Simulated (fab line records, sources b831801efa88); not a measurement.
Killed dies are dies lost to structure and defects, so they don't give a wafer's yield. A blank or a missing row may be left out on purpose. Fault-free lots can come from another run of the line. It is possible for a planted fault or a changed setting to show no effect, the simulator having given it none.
Which tool is to blame? :: flow gf180mcu :: 42 wafers from 14 lots sampled at 7 of the route's 602 steps

== WHAT EACH GAUGE READ, for each wafer ==
GF_NWELL_OVL_MEAS_07.
lot: L939
measured: day 3 07:13
on: overlay-01
NWELL_OVL (nm): -2.3 -2.7 -1.5

lot: L940
measured: day 3 13:07
on: overlay-01
NWELL_OVL (nm): -0.5 -2.5 -0.1

lot: L943
measured: day 4 04:37
on: overlay-01
NWELL_OVL (nm): 0.8 -0.2 -1.5

lot: L944
measured: day 4 10:53
on: overlay-01
NWELL_OVL (nm): -0.7 -1.5 0.1

lot: L945
measured: day 4 13:53
on: overlay-01
NWELL_OVL (nm): -0.3 -0.7 0.6

lot: L946
measured: day 4 21:55
on: overlay-02
NWELL_OVL (nm): -3.0 -0.6 -1.1

lot: L947
measured: day 5 03:37
on: overlay-02
NWELL_OVL (nm): -0.8 1.0 -0.7

lot: L948
measured: day 5 06:32
on: overlay-01
NWELL_OVL (nm): 0.8 -0.7 0.0

lot: L950
measured: day 5 22:28
on: overlay-02
NWELL_OVL (nm): - - -

lot: L951
measured: day 6 01:17
on: overlay-02
NWELL_OVL (nm): - - -

lot: L954
measured: day 6 17:49
on: overlay-01
NWELL_OVL (nm): -0.3 -1.0 0.6

lot: L960
measured: day 8 03:23
on: overlay-02
NWELL_OVL (nm): 0.4 1.1 0.4

lot: L961
measured: day 8 06:55
on: overlay-02
NWELL_OVL (nm): -2.3 -3.4 -2.4

lot: L962
measured: day 8 18:07
on: overlay-02
NWELL_OVL (nm): -2.2 -2.9 -2.0

GF_LVPWELL_TW_MEAS_11.
lot: L939
measured: day 3 21:07
on: filmMetro-02
LVPWELL_TW: 559 557 561

lot: L940
measured: day 4 02:25
on: filmMetro-01
LVPWELL_TW: 553 553 555

lot: L943
measured: day 4 18:54
on: filmMetro-02
LVPWELL_TW: 555 558 553

lot: L944
measured: day 5 01:55
on: filmMetro-02
LVPWELL_TW: 556 558 560

lot: L945
measured: day 5 04:25
on: filmMetro-01
LVPWELL_TW: 561 561 562

lot: L946
measured: day 5 12:34
on: filmMetro-02
LVPWELL_TW: 559 561 558

lot: L947
measured: day 5 18:55
on: filmMetro-04
LVPWELL_TW: 563 563 564

lot: L948
measured: day 5 22:31
on: filmMetro-01
LVPWELL_TW: 558 559 559

lot: L950
measured: day 6 13:37
on: filmMetro-04
LVPWELL_TW: 1601 1608 1596

lot: L951
measured: day 6 17:19
on: filmMetro-02
LVPWELL_TW: 1578 1578 1572

lot: L954
measured: day 7 09:39
on: filmMetro-02
LVPWELL_TW: 558 559 560

lot: L960
measured: day 8 20:53
on: filmMetro-01
LVPWELL_TW: 555 553 554

lot: L961
measured: day 9 00:40
on: filmMetro-04
LVPWELL_TW: 563 562 558

lot: L962
measured: day 9 11:11
on: filmMetro-01
LVPWELL_TW: 560 562 559

GF_MVSD_OVL_MEAS_07.
lot: L939
measured: day 4 10:55
on: overlay-02
MVSD_OVL (nm): -0.4 -1.3 -2.3

lot: L940
measured: day 4 15:22
on: overlay-01
MVSD_OVL (nm): 0.7 -0.3 -1.6

lot: L943
measured: day 5 08:10
on: overlay-01
MVSD_OVL (nm): -0.6 0.0 -1.6

lot: L944
measured: day 5 15:58
on: overlay-02
MVSD_OVL (nm): 0.3 0.2 1.8

lot: L945
measured: day 5 19:02
on: overlay-02
MVSD_OVL (nm): 1.0 0.8 0.7

lot: L946
measured: day 6 03:35
on: overlay-02
MVSD_OVL (nm): -1.2 0.7 -0.3

lot: L947
measured: day 6 09:49
on: overlay-02
MVSD_OVL (nm): 1.7 2.6 2.0

lot: L948
measured: day 6 13:20
on: overlay-02
MVSD_OVL (nm): 0.7 0.1 0.3

lot: L950
measured: day 7 04:30
on: overlay-01
MVSD_OVL (nm): -0.6 1.2 -1.8

lot: L951
measured: day 7 09:05
on: overlay-02
MVSD_OVL (nm): 3.1 3.1 2.8

lot: L954
measured: day 8 01:37
on: overlay-02
MVSD_OVL (nm): 0.5 0.2 0.6

lot: L960
measured: day 9 13:41
on: overlay-02
MVSD_OVL (nm): 1.2 -0.7 2.1

lot: L961
measured: day 9 17:10
on: overlay-01
MVSD_OVL (nm): 0.0 2.9 1.8

lot: L962
measured: day 10 04:34
on: overlay-02
MVSD_OVL (nm): 2.9 0.0 1.4

GF_MVSD_TW_MEAS_11.
lot: L939
measured: day 4 11:25
on: filmMetro-01
MVSD_TW: 1558 1566 1559

lot: L940
measured: day 4 15:48
on: filmMetro-01
MVSD_TW: 1566 1559 1566

lot: L943
measured: day 5 08:37
on: filmMetro-01
MVSD_TW: 1580 1580 1574

lot: L944
measured: day 5 16:25
on: filmMetro-02
MVSD_TW: 1577 1572 1572

lot: L945
measured: day 5 19:29
on: filmMetro-01
MVSD_TW: 1578 1570 1578

lot: L946
measured: day 6 04:01
on: filmMetro-01
MVSD_TW: 1581 1584 1596

lot: L947
measured: day 6 10:20
on: filmMetro-01
MVSD_TW: 1575 1583 1575

lot: L948
measured: day 6 13:46
on: filmMetro-04
MVSD_TW: 1591 1597 1594

lot: L950
measured: day 7 04:56
on: filmMetro-04
MVSD_TW: 1986 1973 1985

lot: L951
measured: day 7 09:31
on: filmMetro-01
MVSD_TW: 1964 1965 1974

lot: L954
measured: day 8 02:04
on: filmMetro-02
MVSD_TW: 1557 1562 1560

lot: L960
measured: day 9 14:08
on: filmMetro-04
MVSD_TW: 1574 1576 1588

lot: L961
measured: day 9 17:37
on: filmMetro-04
MVSD_TW: 1582 1576 1572

lot: L962
measured: day 10 05:00
on: filmMetro-01
MVSD_TW: 1570 1577 1568

== WHICH TOOL RAN EACH LOT (tool, then ch and the chambers of the sampled wafers, then the start) ==
lot: L939
GF_STI_ETCH_13: rieDiel-03 ch 0,2,3, day 2 01:44
GF_NWELL_COAT_02: lithoTrack-04 ch 0, day 3 00:58
GF_MVSD_STRIP_10: plasmaAsher-04 ch 0,1, day 4 11:14

lot: L940
GF_STI_ETCH_13: rieDiel-03 ch 0,1,2, day 2 07:08
GF_NWELL_COAT_02: lithoTrack-02 ch 0, day 3 06:08
GF_MVSD_STRIP_10: plasmaAsher-03 ch 0,1, day 4 15:41

lot: L943
GF_STI_ETCH_13: rieDiel-04 ch 0,2,3, day 2 21:32
GF_NWELL_COAT_02: lithoTrack-01 ch 0, day 3 21:13
GF_MVSD_STRIP_10: plasmaAsher-03 ch 0,1, day 5 08:31

lot: L944
GF_STI_ETCH_13: rieDiel-03 ch 1,3, day 3 03:11
GF_NWELL_COAT_02: lithoTrack-04 ch 0, day 4 03:57
GF_MVSD_STRIP_10: plasmaAsher-03 ch 0,1, day 5 16:18

lot: L945
GF_STI_ETCH_13: rieDiel-04 ch 1,2, day 3 08:29
GF_NWELL_COAT_02: lithoTrack-04 ch 0, day 4 07:13
GF_MVSD_STRIP_10: plasmaAsher-04 ch 0,1, day 5 19:23

lot: L946
GF_STI_ETCH_13: rieDiel-01 ch 0,3, day 3 13:44
GF_NWELL_COAT_02: lithoTrack-02 ch 0, day 4 14:11
GF_MVSD_STRIP_10: plasmaAsher-01 ch 0,1, day 6 03:55

lot: L947
GF_STI_ETCH_13: rieDiel-04 ch 0,2, day 3 20:26
GF_NWELL_COAT_02: lithoTrack-01 ch 0, day 4 20:38
GF_MVSD_STRIP_10: plasmaAsher-04 ch 0,1, day 6 10:13

lot: L948
GF_STI_ETCH_13: rieDiel-01 ch 1,2,3, day 3 23:11
GF_NWELL_COAT_02: lithoTrack-01 ch 0, day 4 23:49
GF_MVSD_STRIP_10: plasmaAsher-01 ch 0,1, day 6 13:41

lot: L950
GF_STI_ETCH_13: rieDiel-01 ch 0,1,3, day 4 11:59
GF_NWELL_COAT_02: lithoTrack-04, day 5 15:22
GF_MVSD_STRIP_10: plasmaAsher-03 ch 0, day 7 04:50

lot: L951
GF_STI_ETCH_13: rieDiel-03 ch 0,3, day 4 14:11
GF_NWELL_COAT_02: lithoTrack-02, day 5 17:58
GF_MVSD_STRIP_10: plasmaAsher-04 ch 0,1, day 7 09:26

lot: L954
GF_STI_ETCH_13: rieDiel-01 ch 1,2, day 5 07:14
GF_NWELL_COAT_02: lithoTrack-02 ch 0, day 6 10:26
GF_MVSD_STRIP_10: plasmaAsher-04 ch 0,1, day 8 01:57

lot: L960
GF_STI_ETCH_13: rieDiel-03 ch 0,1,3, day 6 15:17
GF_NWELL_COAT_02: lithoTrack-02 ch 0, day 7 19:44
GF_MVSD_STRIP_10: plasmaAsher-04 ch 0,1, day 9 14:02

lot: L961
GF_STI_ETCH_13: rieDiel-01 ch 0,1,2, day 6 18:53
GF_NWELL_COAT_02: lithoTrack-04 ch 0, day 7 21:41
GF_MVSD_STRIP_10: plasmaAsher-01 ch 0, day 9 17:30

lot: L962
GF_STI_ETCH_13: rieDiel-04 ch 0,1,3, day 7 00:35
GF_NWELL_COAT_02: lithoTrack-01 ch 0, day 8 09:34
GF_MVSD_STRIP_10: plasmaAsher-04 ch 0,1, day 10 04:54
- GF_STI_ETCH_13: etches the open film in CHF3/O2, stops on Si, target depth 282.31 nm, time 112.9 s.
- GF_NWELL_COAT_02: resist thk 3000 nm.
- GF_MVSD_STRIP_10: strips in O2/N2.

== AS READ BY THE TOOLS THEMSELVES (means over the sampled wafers that have a number; for cases with no such wafer, the mark the record gives instead) ==
GF_STI_ETCH_13.
lot: L939
tool: rieDiel-03
drypumpMotorCurrentA (A): 6.1
oesProductAu (a.u.): 0.839
throttleValvePct (%): 8.816

lot: L940
tool: rieDiel-03
drypumpMotorCurrentA (A): 5.8
oesProductAu (a.u.): 0.835
throttleValvePct (%): 8.805

lot: L943
tool: rieDiel-04
drypumpMotorCurrentA (A): 5.5
oesProductAu (a.u.): 0.830
throttleValvePct (%): 8.804

lot: L944
tool: rieDiel-03
drypumpMotorCurrentA (A): 6.2
oesProductAu (a.u.): 0.829
throttleValvePct (%): 8.805

lot: L945
tool: rieDiel-04
drypumpMotorCurrentA (A): 4.9
oesProductAu (a.u.): 0.839
throttleValvePct (%): 8.814

lot: L946
tool: rieDiel-01
drypumpMotorCurrentA (A): 5.8
oesProductAu (a.u.): 0.827
throttleValvePct (%): 8.821

lot: L947
tool: rieDiel-04
drypumpMotorCurrentA (A): 5.7
oesProductAu (a.u.): 0.839
throttleValvePct (%): 8.816

lot: L948
tool: rieDiel-01
drypumpMotorCurrentA (A): 6.0
oesProductAu (a.u.): 0.833
throttleValvePct (%): 8.800

lot: L950
tool: rieDiel-01
drypumpMotorCurrentA (A): 6.1
oesProductAu (a.u.): 0.832
throttleValvePct (%): 8.817

lot: L951
tool: rieDiel-03
drypumpMotorCurrentA (A): 6.4
oesProductAu (a.u.): 0.832
throttleValvePct (%): 8.814

lot: L954
tool: rieDiel-01
drypumpMotorCurrentA (A): 5.6
oesProductAu (a.u.): 0.836
throttleValvePct (%): 8.806

lot: L960
tool: rieDiel-03
drypumpMotorCurrentA (A): 6.2
oesProductAu (a.u.): 0.832
throttleValvePct (%): 8.806

lot: L961
tool: rieDiel-01
drypumpMotorCurrentA (A): 5.6
oesProductAu (a.u.): 0.838
throttleValvePct (%): 8.811

lot: L962
tool: rieDiel-04
drypumpMotorCurrentA (A): 5.7
oesProductAu (a.u.): 0.830
throttleValvePct (%): 8.812

GF_NWELL_COAT_02.
lot: L939
tool: lithoTrack-04
chillPlateTempC (C): 22.97
dispensePressureKPa (kPa): 45.8

lot: L940
tool: lithoTrack-02
chillPlateTempC (C): 23.01
dispensePressureKPa (kPa): 45.3

lot: L943
tool: lithoTrack-01
chillPlateTempC (C): 22.94
dispensePressureKPa (kPa): 51.7

lot: L944
tool: lithoTrack-04
chillPlateTempC (C): 23.11
dispensePressureKPa (kPa): 45.8

lot: L945
tool: lithoTrack-04
chillPlateTempC (C): 23.04
dispensePressureKPa (kPa): 45.8

lot: L946
tool: lithoTrack-02
chillPlateTempC (C): 23.00
dispensePressureKPa (kPa): 45.3

lot: L947
tool: lithoTrack-01
chillPlateTempC (C): 23.04
dispensePressureKPa (kPa): 51.7

lot: L948
tool: lithoTrack-01
chillPlateTempC (C): 22.98
dispensePressureKPa (kPa): 51.7

lot: L950
tool: lithoTrack-04
chillPlateTempC (C): -
dispensePressureKPa (kPa): -

lot: L951
tool: lithoTrack-02
chillPlateTempC (C): -
dispensePressureKPa (kPa): -

lot: L954
tool: lithoTrack-02
chillPlateTempC (C): 22.95
dispensePressureKPa (kPa): 45.3

lot: L960
tool: lithoTrack-02
chillPlateTempC (C): 23.08
dispensePressureKPa (kPa): 45.3

lot: L961
tool: lithoTrack-04
chillPlateTempC (C): 22.94
dispensePressureKPa (kPa): 45.8

lot: L962
tool: lithoTrack-01
chillPlateTempC (C): 23.08
dispensePressureKPa (kPa): 51.6

GF_MVSD_STRIP_10.
lot: L939
tool: plasmaAsher-04
drypumpMotorCurrentA (A): 5.6
heaterPowerW (W): 352
oesProductAu (a.u.): 0.721
stripTimeToEndpointS (s): 37.04

lot: L940
tool: plasmaAsher-03
drypumpMotorCurrentA (A): 6.2
heaterPowerW (W): 341
oesProductAu (a.u.): 0.725
stripTimeToEndpointS (s): 36.89

lot: L943
tool: plasmaAsher-03
drypumpMotorCurrentA (A): 6.2
heaterPowerW (W): 344
oesProductAu (a.u.): 0.720
stripTimeToEndpointS (s): 36.85

lot: L944
tool: plasmaAsher-03
drypumpMotorCurrentA (A): 5.7
heaterPowerW (W): 333
oesProductAu (a.u.): 0.720
stripTimeToEndpointS (s): 36.87

lot: L945
tool: plasmaAsher-04
drypumpMotorCurrentA (A): 5.6
heaterPowerW (W): 350
oesProductAu (a.u.): 0.719
stripTimeToEndpointS (s): 36.94

lot: L946
tool: plasmaAsher-01
drypumpMotorCurrentA (A): 5.7
heaterPowerW (W): 285
oesProductAu (a.u.): 0.721
stripTimeToEndpointS (s): 36.96

lot: L947
tool: plasmaAsher-04
drypumpMotorCurrentA (A): 5.6
heaterPowerW (W): 357
oesProductAu (a.u.): 0.718
stripTimeToEndpointS (s): 36.91

lot: L948
tool: plasmaAsher-01
drypumpMotorCurrentA (A): 5.7
heaterPowerW (W): 279
oesProductAu (a.u.): 0.720
stripTimeToEndpointS (s): 37.01

lot: L950
tool: plasmaAsher-03
drypumpMotorCurrentA (A): 6.7
heaterPowerW (W): 361
oesProductAu (a.u.): 0.726
stripTimeToEndpointS (s): 37.00

lot: L951
tool: plasmaAsher-04
drypumpMotorCurrentA (A): 5.6
heaterPowerW (W): 354
oesProductAu (a.u.): 0.721
stripTimeToEndpointS (s): 36.85

lot: L954
tool: plasmaAsher-04
drypumpMotorCurrentA (A): 5.7
heaterPowerW (W): 353
oesProductAu (a.u.): 0.722
stripTimeToEndpointS (s): 37.03

lot: L960
tool: plasmaAsher-04
drypumpMotorCurrentA (A): 5.6
heaterPowerW (W): 354
oesProductAu (a.u.): 0.718
stripTimeToEndpointS (s): 36.93

lot: L961
tool: plasmaAsher-01
drypumpMotorCurrentA (A): 5.4
heaterPowerW (W): 282
oesProductAu (a.u.): 0.721
stripTimeToEndpointS (s): 36.95

lot: L962
tool: plasmaAsher-04
drypumpMotorCurrentA (A): 6.0
heaterPowerW (W): 348
oesProductAu (a.u.): 0.722
stripTimeToEndpointS (s): 37.23

== THE ANSWER, worked out from the rows above alone ==
Rule: what is usual is taken from the lots themselves. Put in order of their means at a reading, lots are off if they are a third of the lots or fewer, leave a main group of 4 or more, and stand apart from it by a gap of 3 or more times the standard deviation of the main group's means; of several such gaps the widest counts. If all means in a main group match to the digits the tables above print for the reading, that group is not used. A lot without any number at a reading at which 4 lots or more have one is off too. The other lots that the step has rows for count as sound. The gauges are gone through in route order, then the tools' own readings, and for those a lot's mean is taken as printed above. At the first step where some lot is off, the reading lying furthest off is the one used; lots without a number count as furthest.
Off: L950, L951, seen at GF_NWELL_OVL_MEAS_07 (NWELL_OVL). Without a number there: L950, L951. Mean -0.9 nm and standard deviation 1 in the main group.
If a tool, at a process step before that reading, ran all the lots that are off and no sound lot after the first of them, it fits. Not tried: the gauges at GF_NWELL_OVL_MEAS_07; whatever is off there is also off at GF_LVPWELL_TW_MEAS_11, on other tools, and gauge error can't account for it. Not one of the candidates tried fits.

== WHAT HAD BEEN PUT IN BY THE SIMULATOR ==
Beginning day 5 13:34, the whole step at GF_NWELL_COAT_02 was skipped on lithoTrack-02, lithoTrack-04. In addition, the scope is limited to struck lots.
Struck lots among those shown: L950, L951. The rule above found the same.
